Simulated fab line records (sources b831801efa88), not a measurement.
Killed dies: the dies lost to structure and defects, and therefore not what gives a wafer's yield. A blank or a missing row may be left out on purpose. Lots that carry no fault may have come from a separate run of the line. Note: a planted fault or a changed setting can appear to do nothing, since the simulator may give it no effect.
A lot that was struck, set against a sound lot / flow sky130 / 40 out of 708 route steps
Sound: these wafers, L937.2, L937.4, L937.6. Wafers struck: L941.1, L941.3, L941.4. Last of all comes the cause.
Each step with rows lists, per side, the tool, then ch with its chambers, then its first start. Under that, the readings that differ: sound wafers / struck wafers / difference of the means / sigmas: that difference in standard deviations of wafers without a fault.
alike: words and numbers the same on both sides, and readings whose means are apart by under 2 such deviations; not compared: readings that were withheld, readings missing a value for some wafer, numbers with overlapping values and no deviation given by the record, and bounds like >300 which may hide the same value.
The two part at a step that has a row with sigmas, a row that says differs or no value, or rows on one side only. Non-overlapping numbers with no deviation appear without sigmas and do not part them. A reading that every wafer of one side lacks parts them only if that side has two wafers or more.

first, 1 step without rows for these wafers: SKY_POLY_GATE_ETCH_15 (etches BARC in N2/H2, stops on SiO2, time 118.5 s, target depth 110 nm).
SKY_POLY_GATE_ETCH_16: etches Si3N4 in CH3F/O2, stops on poly-Si, time 147.5 s, target depth 75 nm.
  sound on rie_diel-03 ch 0,1,3, day 17 20:36; struck on rie_diel-01 ch 0,1,3, day 19 14:02
  alike: bias_w, drypump_motor_current_A, oes_product_au, rf_fwd_power_W, throttle_valve_pct
  not compared: rf_hours_counter_h
SKY_POLY_GATE_ETCH_17: etches poly-Si in HBr/Cl2, stops on SiO2, target depth 180 nm, time 70.5 s.
  sound on rie_si-02 ch 0,1, day 17 20:42; struck on rie_si-01 ch 0,3, day 19 14:08
  alike: bias_w, drypump_motor_current_A, oes_product_au, rf_fwd_power_W, throttle_valve_pct
  not compared: rf_hours_counter_h
SKY_POLY_GATE_STRIP_18: strips in O2/N2.
  sound on plasma_asher-02 ch 0,1, day 17 20:46; struck on plasma_asher-02 ch 0,1, day 19 14:11
  alike: drypump_motor_current_A, oes_product_au, strip_time_to_endpoint_s
  not compared: rf_hours_counter_h
then, 2 steps without rows for these wafers: SKY_POLY_GATE_CLEAN_19 (cleans in SC1/SC2, time 150 s); SKY_POLY_GATE_OXIDATION_20 (stabilise 600 s, purge 300 s, target thk 4 nm).
SKY_POLY_GATE_THK_MEAS_21:
  sound on film_metro-02, day 17 22:58; struck on film_metro-03, day 19 16:13
  alike: POLY_GATE_OXIDATION_THK
SKY_POLY_GATE_CD_MEAS_22:
  sound on cd_sem-01, day 17 23:03; struck on cd_sem-01, day 19 16:17
  alike: cd_nm
then, 4 steps without rows for these wafers: SKY_LDD_N_DEHYDRATE_00 (time 60 s); SKY_LDD_N_HMDS_01 (prime time 60 s); SKY_LDD_N_COAT_02 (resist thk 300 nm); SKY_LDD_N_SOFTBAKE_03 (time 60 s).
SKY_LDD_N_EXPOSE_04: exposes mask NTM, target cd 840 nm.
  sound on iline_stepper-02 ch 0, day 18 13:41; struck on iline_stepper-02 ch 0, day 20 07:50
reading=mask; sound=NTM#0 NTM#0 NTM#0; struck=PSDM#0 PSDM#0 PSDM#0; difference=differs; sigmas=
then, 2 steps without rows for these wafers: SKY_LDD_N_PEB_05; SKY_LDD_N_DEVELOP_06 (develop time 60 s).
SKY_LDD_N_OVL_MEAS_07:
  sound on overlay-02, day 19 04:21; struck on overlay-02, day 20 22:47
reading=LDD_N_OVL (nm); sound=-0.6 0.8 1.0; struck=- - -; difference=no value on the struck wafers; sigmas=
then, 8 steps without rows for these wafers: SKY_LDD_N_IMPLANT_08; SKY_LDD_N_IMPLANT_09; SKY_LDD_N_IMPLANT_10; SKY_LDD_N_IMPLANT_11; SKY_LDD_N_IMPLANT_12; SKY_LDD_N_IMPLANT_13; SKY_LDD_N_IMPLANT_14; SKY_LDD_N_IMPLANT_15.
SKY_LDD_N_STRIP_16: strips in O2/N2.
  sound on plasma_asher-04 ch 0,1, day 19 05:35; struck on plasma_asher-01 ch 0,1, day 21 00:02
  alike: drypump_motor_current_A, oes_product_au, strip_time_to_endpoint_s
  not compared: rf_hours_counter_h
SKY_LDD_N_TW_MEAS_17:
  sound on film_metro-01, day 19 05:41; struck on film_metro-01, day 21 00:08
reading=LDD_N_TW; sound=2593 2576 2591; struck=30 30 30; difference=-2557; sigmas=-99 or more
then, 7 steps without rows for these wafers: SKY_LDD_P_DEHYDRATE_00 (time 60 s); SKY_LDD_P_HMDS_01 (prime time 60 s); SKY_LDD_P_COAT_02 (resist thk 1140 nm); SKY_LDD_P_SOFTBAKE_03 (time 60 s); SKY_LDD_P_EXPOSE_04 (exposes mask PSDM, target cd 380 nm); SKY_LDD_P_PEB_05; SKY_LDD_P_DEVELOP_06 (develop time 60 s).
SKY_LDD_P_CD_MEAS_07 targets a cd of 380 nm.
  sound on cd_sem-02, day 20 12:04; struck on cd_sem-01, day 22 06:53
  alike: cd_nm
SKY_LDD_P_OVL_MEAS_08:
  sound on overlay-02, day 20 12:10; struck on overlay-01, day 22 07:01
  alike: LDD_P_OVL
next, for these wafers, 1 step has no rows: SKY_LDD_P_IMPLANT_09.
SKY_LDD_P_STRIP_10: strips in O2/N2.
  sound on plasma_asher-02 ch 0,1, day 20 12:21; struck on plasma_asher-03 ch 0,1, day 22 07:12
  alike: drypump_motor_current_A, oes_product_au, strip_time_to_endpoint_s
  not compared: rf_hours_counter_h
SKY_LDD_P_TW_MEAS_11:
  sound on film_metro-02, day 20 12:28; struck on film_metro-03, day 22 07:18
reading=LDD_P_TW; sound=632 630 631; struck=2556 2543 2565; difference=+1924; sigmas=+99 or more
then, 1 step without rows for these wafers: SKY_LDD_HVN_DEHYDRATE_00 (time 60 s).
-- a jump in the record: the struck wafers' starts before and after are 26 days apart (it breaks off in module LDD_HVN and resumes in module PAD_OPEN, where the first step shown is number 708 of the route) --
SKY_PAD_OPEN_PROBE_99:
  sound on prober-01, day 46 21:16; struck on prober-02, day 48 10:00
reading=killed_at_M0_to_M3; sound=41 33 36; struck=60 42 55; difference=+16; sigmas=+2
reading=killed_at_front_end; sound=21 13 17; struck=413 419 412; difference=+398; sigmas=+88
reading=killed_dies; sound=81 73 75; struck=492 492 492; difference=+416; sigmas=+46
reading=killed_on_rim; sound=14 14 11; struck=96 96 96; difference=+83; sigmas=+21
  alike: killed_at_M4_up, killed_at_contacts, killed_at_other, killed_open, killed_short

WHERE THEY PART
Earliest at SKY_LDD_N_EXPOSE_04; latest, in this record, at SKY_PAD_OPEN_PROBE_99.

WHY: what the simulator had put in
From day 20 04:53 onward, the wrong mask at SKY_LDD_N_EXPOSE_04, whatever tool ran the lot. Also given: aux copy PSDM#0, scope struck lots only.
